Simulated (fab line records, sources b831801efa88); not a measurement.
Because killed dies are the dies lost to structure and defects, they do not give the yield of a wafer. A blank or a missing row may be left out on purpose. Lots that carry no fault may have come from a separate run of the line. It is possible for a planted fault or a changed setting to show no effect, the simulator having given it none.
A struck lot beside a sound one + flow gf180mcu + 18 steps out of a route of 602
Sound: wafers L731.2, L731.4, L731.6. Struck: wafer L740.2 (L740.1, L740.3, from the same lot, were not struck and are left out); the cause is given at the end.
Order at every step that has rows: each side's tool, ch and its chambers, its first start. Under that, the readings that differ: sound wafers + struck wafers + difference of the means + sigmas: that difference in standard deviations of wafers without a fault.
alike: a reading whose means differ by less than 2 such deviations, as well as words and numbers matching on both sides. not compared: withheld readings; readings where some wafer has no value; bounds like >300 that might hide an equal value; numbers whose values overlap and for which the record gives no deviation.
Wherever a step has rows on one side only, a row that says differs or no value, or a row with sigmas, the two part there. Numbers that have no deviation but don't overlap get no sigmas and don't part them. A reading that every wafer of one side lacks parts them only if that side has two wafers or more.

first, 3 steps without rows for these wafers: GF_V4_EXPOSE_11 (exposes mask Via4, target cd 260 nm); GF_V4_PEB_12 (peb time 90 s); GF_V4_DEVELOP_13 (develop time 60 s).
GF_V4_CD_MEAS_14: target cd 260 nm.
  sound on cdSem-01 at day 26 03:11; struck on cdSem-02 at day 29 00:37
| reading   | sound             | struck | difference | sigmas |
|-----------|-------------------|--------|------------|--------|
| cdNm (nm) | 257.8 259.3 258.9 | 261.4  | +2.7       | +2     |
GF_V4_OVL_MEAS_15:
  sound on overlay-02 at day 26 03:17; struck on overlay-02 at day 29 00:44
  alike: V4_OVL
then, 1 step without rows for these wafers: GF_V4_ETCH_16 (etches BARC in N2/H2).
GF_V4_ETCH_17: etches SiO2 in C4F8/O2/Ar, stops on TiN, target depth 630 nm.
  sound: rieDiel-04 ch 0,1; struck: rieDiel-04 ch 3
  alike: biasW, oesProductAu
GF_V4_STRIP_18: strips in O2/N2.
  sound on plasmaAsher-01 ch 0,1, day 26 03:26; struck on plasmaAsher-02 ch 1, day 29 00:53
  alike: drypumpMotorCurrentA, heaterPowerW, oesProductAu
  not compared: rfHoursCounterH
then, 2 steps without rows for these wafers: GF_V4_STRIP_19 (strips in post etch residue remover, time 1200 s); GF_V4_CLEAN_20 (cleans in DIW).
GF_V4_SPUTTER_21: material Ti, target thk 15 nm, time 80.02 s.
  sound on pvdSputter-04 at day 26 03:59; struck on pvdSputter-02 at day 29 01:26
  alike: throttleValvePct
GF_V4_SPUTTER_22: material TiN, target thk 10 nm, time 40 s.
  sound on pvdSputter-04 at day 26 04:03; struck on pvdSputter-02 at day 29 01:29
  alike: throttleValvePct
GF_V4_CVD_23: deposits W, target thk 350 nm, time 104.9 s.
  sound on cvdW-02 ch 0,1, day 26 04:05; struck on cvdW-02 ch 1, day 29 01:32
| reading                         | sound             | struck | difference | sigmas |
|---------------------------------|-------------------|--------|------------|--------|
| model.W_of_V4_CVD_23.thkNm (nm) | 342.3 343.1 344.4 | 206    | -137       |        |
  alike: heaterPowerOuterW, heaterPowerW
GF_V4_RS_MEAS_24: a four-point-probe measurement.
  sound on filmMetro-03 at day 26 04:13; struck on filmMetro-04 at day 29 01:38
| reading          | sound             | struck | difference | sigmas |
|------------------|-------------------|--------|------------|--------|
| V4_W_RS (ohm/sq) | 0.334 0.334 0.333 | 0.560  | +0.226     | +47    |
GF_V4_THK_MEAS_25: measures by xrf.
  sound on filmMetro-03 at day 26 04:20; struck on filmMetro-04 at day 29 01:46
| reading       | sound       | struck | difference | sigmas |
|---------------|-------------|--------|------------|--------|
| V4_W_THK (nm) | 352 351 354 | 208    | -144       | -25    |
GF_V4_CMP_26: polishes, stops on SiO2, t overpolish 15 s, target thk 0 nm.
  sound on cmp-01 ch 0,2,3, day 26 04:29; struck on cmp-02 ch 1, day 29 01:49
| reading             | sound          | struck | difference | sigmas |
|---------------------|----------------|--------|------------|--------|
| motorCurrentA (A)   | 11.5 13.1 10.2 | 8.4    | -3.2       | -2     |
| timeToEndpointS (s) | 88.4 86.4 85.1 | 50.6   | -36.0      | -13    |
GF_MIM_SPUTTER_00: material Ti, target thk 37.5 nm, time 150 s.
  sound on pvdSputter-02 at day 26 04:41; struck on pvdSputter-02 at day 29 02:07
  alike: throttleValvePct
-- the record jumps here: 4 days lie between the struck wafers' starts before and after (it left off in module MIM and takes up again in module PASSIVATION, whose first step shown is number 602 of the route) --
GF_PASSIVATION_PROBE_99:
  only the struck wafers here have rows in the record (prober-01, day 33 00:49); the sound ones have none

== WHERE THEY PART ==
First at GF_V4_CD_MEAS_14; last, within this record, at GF_PASSIVATION_PROBE_99.

WHY: the cause the simulator had injected
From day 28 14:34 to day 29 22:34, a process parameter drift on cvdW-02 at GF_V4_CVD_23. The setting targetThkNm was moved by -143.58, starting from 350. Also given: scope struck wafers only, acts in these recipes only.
